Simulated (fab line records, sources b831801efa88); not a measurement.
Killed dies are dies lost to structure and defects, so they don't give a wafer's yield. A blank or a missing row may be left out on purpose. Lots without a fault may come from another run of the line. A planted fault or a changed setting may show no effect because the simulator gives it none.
One fault seen from 2 desks | flow sky130 | each desk has only its own numbers; what lay behind them comes last

THE METROLOGY DESK
What the gauges read, lot by lot, whatever tool the lot ran on: means of the sampled wafers that have a number. A lot is out of limits, marked OUT, if its mean lies more than 4 standard deviations from the usual mean; the brackets give that distance.
Columns: A = NWELL_RS at SKY_NWELL_RS_MEAS_29, usual 624.5 ohm/sq
lot  | first seen here | A
L851 | day 5 17:29     | 625.8
L852 | day 5 21:16     | 623.9
L853 | day 6 01:51     | 624.1
L855 | day 6 14:14     | 624.1
L856 | day 6 22:49     | 624.3
L858 | day 7 06:35     | 624.1
L859 | day 7 13:17     | 624.0
L860 | day 7 20:41     | 624.2
L866 | day 9 09:05     | 631.4 (+4.1) OUT
L868 | day 9 20:55     | 630.7
L870 | day 10 09:25    | 623.1
L871 | day 10 13:31    | 627.0
L872 | day 10 22:57    | 625.6
L873 | day 11 06:19    | 627.1
This desk's finding: out of limits on L866; first on L866, day 9 09:05 (NWELL_RS at SKY_NWELL_RS_MEAS_29). In limits: L851, L852, L853, L855, L856, L858, L859, L860, L868, L870, L871, L872, L873.

THE TOOL OWNER'S DESK: implanter-02
The tool's own readings at SKY_NWELL_IMPLANT_13: means of the sampled wafers that have a number, for each lot that ran on this tool. A lot is out of limits, marked OUT, if its mean lies more than 4 standard deviations from the usual mean; the brackets give that distance.
Columns: A = beam_energy_keV at SKY_NWELL_IMPLANT_13, usual 49.999; B = dose_ions_cm2 at SKY_NWELL_IMPLANT_13, usual 6.999e+11; C = faraday_current_uA at SKY_NWELL_IMPLANT_13, usual 3.94
lot  | first seen here | A      | B                           | C
L852 | day 5 02:50     | 49.986 | 6.994e+11                   | 3.88
L858 | day 6 09:40     | 50.013 | 6.994e+11                   | 3.93
L859 | day 6 16:08     | 50.012 | 6.999e+11                   | 3.94
L860 | day 6 23:38     | 49.995 | 6.995e+11                   | 3.95
L866 | day 8 11:07     | 50.001 | 5.075e+11 (-99 or more) OUT | 2.81 (-15) OUT
L868 | day 8 22:41     | 49.989 | 5.087e+11 (-99 or more) OUT | 2.86 (-14) OUT
This desk's finding: out of limits on L866, L868; first on L866, day 8 11:07 (dose_ions_cm2 at SKY_NWELL_IMPLANT_13). In limits: L852, L858, L859, L860.

PUT TOGETHER
The tool owner's desk could have raised an alarm at day 8 11:07, on L866, L868.
The metrology desk could have raised an alarm at day 9 09:05, on L866.
The metrology desk has L868 on record, within its limits.
Of the lots named, all ran SKY_NWELL_IMPLANT_13 on implanter-02.

WHAT THE SIMULATOR HAD PUT IN
Process parameter drift: implanter-02, from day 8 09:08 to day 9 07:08, at SKY_NWELL_IMPLANT_13. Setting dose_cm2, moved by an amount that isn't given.
Lots struck among those shown: L866, L868.
Hours from the fault's start to each desk's first reading out of limits: the tool owner's desk, 2; the metrology desk, 24.
